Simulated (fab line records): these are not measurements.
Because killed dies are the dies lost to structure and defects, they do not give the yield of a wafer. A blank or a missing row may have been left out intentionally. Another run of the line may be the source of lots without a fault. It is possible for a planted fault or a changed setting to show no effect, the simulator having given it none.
8D (eight disciplines) problem report, filled in by code    flow sky130    the parts of the form that need people (team, actions taken, sign-off) are left out

1. THE ISSUE
At SKY_VIA1_CMP_24, time-to-endpoint-s averages 36.1 s over 2 wafers from 2 lots, while fault-free wafers read 65.5 s, standard deviation 2.6. That is -11 standard deviations from the usual mean.
The step: polishes, stops on SiO2, t overpolish 15 s, target thk 0 nm.
The first sign was on wafer L325.2 at day 37 22:22, on cmp-02. The record holds 18 wafers of 6 lots with a number at this step. Rule for "out" (also "out of limits"): further than 4 standard deviations from the usual mean. Any other wafer with a number is counted as sound.

2. WHAT THIS IS AND IS NOT
question                     is                  is not
which readings at this step  time-to-endpoint-s  motor-current-A, overpolish-run-s, slurry-filter-dp-kPa
which lots                   L325, L326          L315, L318, L332, L335
which wafers of those lots   L325.2, L326.3      L325.1, L325.3, L326.2, L326.5
read on which tools          cmp-02              cmp-01
when                         from day 37 22:22   up to then (8 sound wafers); but 8 sound wafers of L326, L332, L335 came after

3. THE SUSPECTS, EACH WITH WHAT RULES IT OUT
Counting: a tool at a process step up to the reading stays a suspect if it ran every lot that is out. Sound lots after the first of them don't rule it out here, since some wafers of a struck lot are sound.
- cvd-w-01 at SKY_VIA1_CVD_21 (deposits W, target thk 270 nm, time 80.902 s): kept. Ran every lot that is out, first one L325 (day 37 22:02); last sound lot up to then L318 (day 36 09:04).
- cmp-02 at SKY_VIA1_CMP_24 (polishes, stops on SiO2, t overpolish 15 s, target thk 0 nm): kept. Ran every lot that is out, first one L325 (day 37 22:22); last sound lot up to then L318 (day 36 09:20). On those wafers its own readings are out: time-to-endpoint-s.
- Within cmp-02 at SKY_VIA1_CMP_24: the wafers that are out ran in chamber 2; their sound lot-mates ran in chambers 0, 1, 3.
Remaining after the count are cvd-w-01 at SKY_VIA1_CVD_21 and cmp-02 at SKY_VIA1_CMP_24.

4. THE CAUSE (what the simulator had put in)
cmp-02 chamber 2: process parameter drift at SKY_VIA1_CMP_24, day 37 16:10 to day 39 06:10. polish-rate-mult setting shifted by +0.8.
After counting, 2 suspects remain, this tool included.

5. THE CHAIN OF EFFECTS, in route order
Each row: a reading where the mean over the struck wafers with a number is more than 3 standard deviations away from the usual. Readings are gone through only where the record gives a usual standard deviation; hours: the median, over the lots, of the time from a lot's start at the first step in this table giving one to that lot's start at this step; sigmas: the change measured in usual standard deviations.
hours  step             reading             usual   on struck wafers  change  sigmas
0      SKY_VIA1_CMP_24  time-to-endpoint-s  65.5 s  36.1              -29.4   -11
Process steps it contains:
- SKY_VIA1_CMP_24: polishes, stops on SiO2, t overpolish 15 s, target thk 0 nm.
Later steps that measure or inspect, where all struck wafers having a row at the step show a number for every such reading and not one has moved that far: SKY_METAL2_RS_MEAS_05, SKY_METAL2_THK_MEAS_06, SKY_METAL2_CD_MEAS_15, SKY_METAL2_OVL_MEAS_16.

6. WHAT WOULD HAVE CAUGHT IT SOONER
6 hours passed between the start of the fault at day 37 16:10 and the first reading out of limits in this record, taken at day 37 22:22.
